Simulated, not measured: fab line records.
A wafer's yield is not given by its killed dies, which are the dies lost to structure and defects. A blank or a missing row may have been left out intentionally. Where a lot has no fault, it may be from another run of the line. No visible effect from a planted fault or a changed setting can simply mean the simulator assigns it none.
Struck lot and sound lot, side by side || flow sfq line || 43 out of 325 route steps
Sound: these wafers, L470.2, L470.4, L470.5. Struck: wafer L480.1 (left out: L480.2, a lot-mate that was not struck); the cause follows at the end.
At each step with rows: each side's tool, then ch and its chambers, then its first start. Under that, the readings that differ: sound wafers || struck wafers || difference of the means || sigmas: that difference in standard deviations of wafers without a fault.
alike: words and numbers the same on both sides, and readings whose means are apart by under 2 such deviations; not compared: readings that were withheld, readings missing a value for some wafer, numbers with overlapping values and no deviation given by the record, and bounds like >300 which may hide the same value.
A row with sigmas, a row that says differs or no value, or rows on one side alone: a step with any of these is where the two part. Numbers that don't overlap but have no deviation are shown without sigmas and don't part them. A reading missing from all wafers of one side parts the sides only when that side holds two or more wafers.

first, 2 steps without rows for these wafers: SFQ_TRILAYER_M3_LITHO_PEB_078 (peb time 60 s); SFQ_TRILAYER_M3_LITHO_DEVELOP_077 (time 60 s).
SFQ_M3_OVL_MEAS_921:
  sound: overlay-01 at day 43 20:44; struck: overlay-01 at day 51 12:23
  alike: M3_OVL
SFQ_TRILAYER_M3_BARC_OPEN_METAL_ETCH_100: etches BARC in O2, target depth 125 nm, time 41.7 s.
  sound on rie metal-04 ch 0,1, day 43 20:46; struck on rie metal-04 ch 1, day 51 12:26
  alike: bias w, drypump motor current A, oes product au
  not compared: rf hours counter h
then, 5 steps without rows for these wafers: SFQ_TRILAYER_M3_ETCH_METAL_ETCH_078 (etches Nb in Cl2/Ar, stops on SiO2, target depth 240 nm, time 120 s); SFQ_TRILAYER_M3_STRIP_STRIP_079 (strips in O2); SFQ_TRILAYER_M3_STRIP_SOLV_CLEAN_080 (cleans in NMP, time 600 s); SFQ_TRILAYER_I3_DEP_PECVD_081 (deposits SiO2 from SiH4/N2O, time 111.11 s, target thk 500 nm); SFQ_TRILAYER_I3_CMP_CMP_082 (polishes SiO2).
SFQ_I3_BOW_MEAS_922:
  sound: film metro-02 at day 44 03:25; struck: film metro-01 at day 52 02:48
  alike: I3_BOW
SFQ_TRILAYER_I3_METRO_MEASURE_083:
  sound: film metro-02 at day 44 03:43; struck: film metro-01 at day 52 02:55
  alike: thk nm
then, 1 step without rows for these wafers: SFQ_TRILAYER_I3_VIA_LITHO_COAT_090 (resist thk 62 nm).
SFQ_TRILAYER_I3_VIA_LITHO_COAT_085: resist thk 650 nm.
  sound on litho track-01 ch 0, day 44 05:04; struck on litho track-04 ch 0, day 52 04:25
{"reading": "model.KrF_of_TRILAYER_I3_VIA_LITHO_COAT_085.thk nm (nm)", "sound": "647.6 646.7 650.3", "struck": 595.3, "difference": -52.9, "sigmas": ""}
  alike: chill plate temp C, exhaust pa
then, 4 steps without rows for these wafers: SFQ_TRILAYER_I3_VIA_LITHO_SOFTBAKE_089; SFQ_TRILAYER_I3_VIA_LITHO_EXPOSE_086 (exposes mask I3, target cd 500 nm); SFQ_TRILAYER_I3_VIA_LITHO_PEB_088 (peb time 60 s); SFQ_TRILAYER_I3_VIA_LITHO_DEVELOP_087 (time 60 s).
-- the record jumps here: 5 days lie between the struck wafers' starts before and after --
SFQ_I3_OVL_MEAS_923:
  sound: overlay-01 at day 44 07:02; struck: overlay-02 at day 56 16:44
{"reading": "I3_OVL (nm)", "sound": "-6 -11 0", "struck": -19, "difference": -13, "sigmas": -2}
SFQ_TRILAYER_I3_VIA_BARC_OPEN_VIA_ETCH_121: etches BARC in O2, target depth 125 nm, time 41.7 s.
  sound on rie diel-03 ch 1,2,3, day 44 07:04; struck on rie diel-03 ch 1, day 56 16:46
  alike: bias w, drypump motor current A, oes product au
  not compared: rf hours counter h
SFQ_TRILAYER_I3_VIA_ETCH_VIA_ETCH_088: etches SiO2 in CHF3, stops on Nb, target depth 260 nm.
  sound on rie diel-03 ch 1,2,3, day 44 07:07; struck on rie diel-03 ch 1, day 56 16:49
{"reading": "model.KrF_of_TRILAYER_I3_VIA_LITHO_COAT_085.thk nm (nm)", "sound": "527 527.6 529.6", "struck": 472.6, "difference": -55.5, "sigmas": ""}
  alike: bias w, drypump motor current A, oes product au
then, 3 steps without rows for these wafers: SFQ_TRILAYER_I3_VIA_STRIP_STRIP_089 (strips in O2); SFQ_TRILAYER_I3_VIA_STRIP_SOLV_CLEAN_090 (cleans in NMP, time 600 s); SFQ_TRILAYER_M4_DEP_PRE_CLEAN_092 (time 22.5 s).
SFQ_TRILAYER_M4_DEP_SPUTTER_091: material Nb, target thk 200 nm, time 133.3 s.
  sound: pvd sputter-05 at day 44 08:15; struck: pvd sputter-06 at day 56 17:43
  alike: resputter cathode voltage v, substrate temp c, throttle valve pct
SFQ_M4_RS_MEAS_924: measures by four-point-probe.
  sound: film metro-02 at day 44 08:22; struck: film metro-02 at day 56 17:49
{"reading": "M4_NB_RS (ohm/sq)", "sound": "0.881 0.879 0.882", "struck": 0.901, "difference": "+0.020", "sigmas": "+3"}
then, 6 steps without rows for these wafers: SFQ_TRILAYER_M4_LITHO_COAT_098 (resist thk 62 nm); SFQ_TRILAYER_M4_LITHO_COAT_093 (resist thk 600 nm); SFQ_TRILAYER_M4_LITHO_SOFTBAKE_097; SFQ_TRILAYER_M4_LITHO_EXPOSE_094 (exposes mask M4, target cd 500 nm); SFQ_TRILAYER_M4_LITHO_PEB_096 (peb time 60 s); SFQ_TRILAYER_M4_LITHO_DEVELOP_095 (time 60 s).
-- the record jumps here: 5 days lie between the struck wafers' starts before and after --
SFQ_M4_OVL_MEAS_926:
  sound: overlay-02 at day 49 21:52; struck: overlay-02 at day 62 01:21
  alike: M4_OVL
then, 4 steps without rows for these wafers: SFQ_TRILAYER_M4_BARC_OPEN_METAL_ETCH_123 (etches BARC in O2, target depth 125 nm, time 41.7 s); SFQ_TRILAYER_M4_ETCH_METAL_ETCH_096 (etches Nb in Cl2/Ar, stops on SiO2, target depth 240 nm, time 120 s); SFQ_TRILAYER_M4_STRIP_STRIP_097 (strips in O2); SFQ_TRILAYER_M4_STRIP_SOLV_CLEAN_098 (cleans in NMP, time 600 s).
SFQ_TRILAYER_I4_DEP_PECVD_099: deposits SiO2 from SiH4/N2O, time 111.11 s, target thk 500 nm.
  sound on pecvd-03 ch 0,2, day 49 22:52; struck on pecvd-02 ch 2, day 62 02:21
  alike: heater power w, throttle valve pct
then, 1 step without rows for these wafers: SFQ_TRILAYER_I4_CMP_CMP_100 (polishes SiO2).
SFQ_I4_BOW_MEAS_927:
  sound: film metro-02 at day 50 11:49; struck: film metro-02 at day 62 05:25
  alike: I4_BOW
then, 2 steps without rows for these wafers: SFQ_TRILAYER_I4_METRO_MEASURE_101; SFQ_TRILAYER_I4_VIA_LITHO_COAT_108 (resist thk 62 nm).
-- the record jumps here: 6 days lie between the struck wafers' starts before and after --
SFQ_R5_RS_MEAS_933: measures by four-point-probe.
  sound: film metro-01 at day 51 19:07; struck: film metro-03 at day 67 18:08
  alike: R5_MONX_RS
  not compared: hold
SFQ_R5_THK_MEAS_934: measures by xrf.
  sound: film metro-01 at day 51 19:14; struck: film metro-03 at day 67 21:55
  alike: R5_MONX_THK
  not compared: hold

WHERE THEY PART
First at SFQ_I3_OVL_MEAS_923; last, within this record, at SFQ_M4_RS_MEAS_924. Later steps at which nothing parts them and some readings are alike: SFQ_M4_OVL_MEAS_926, SFQ_TRILAYER_I4_DEP_PECVD_099, SFQ_I4_BOW_MEAS_927, SFQ_R5_RS_MEAS_933, SFQ_R5_THK_MEAS_934.

WHY: what had been put in by the simulator
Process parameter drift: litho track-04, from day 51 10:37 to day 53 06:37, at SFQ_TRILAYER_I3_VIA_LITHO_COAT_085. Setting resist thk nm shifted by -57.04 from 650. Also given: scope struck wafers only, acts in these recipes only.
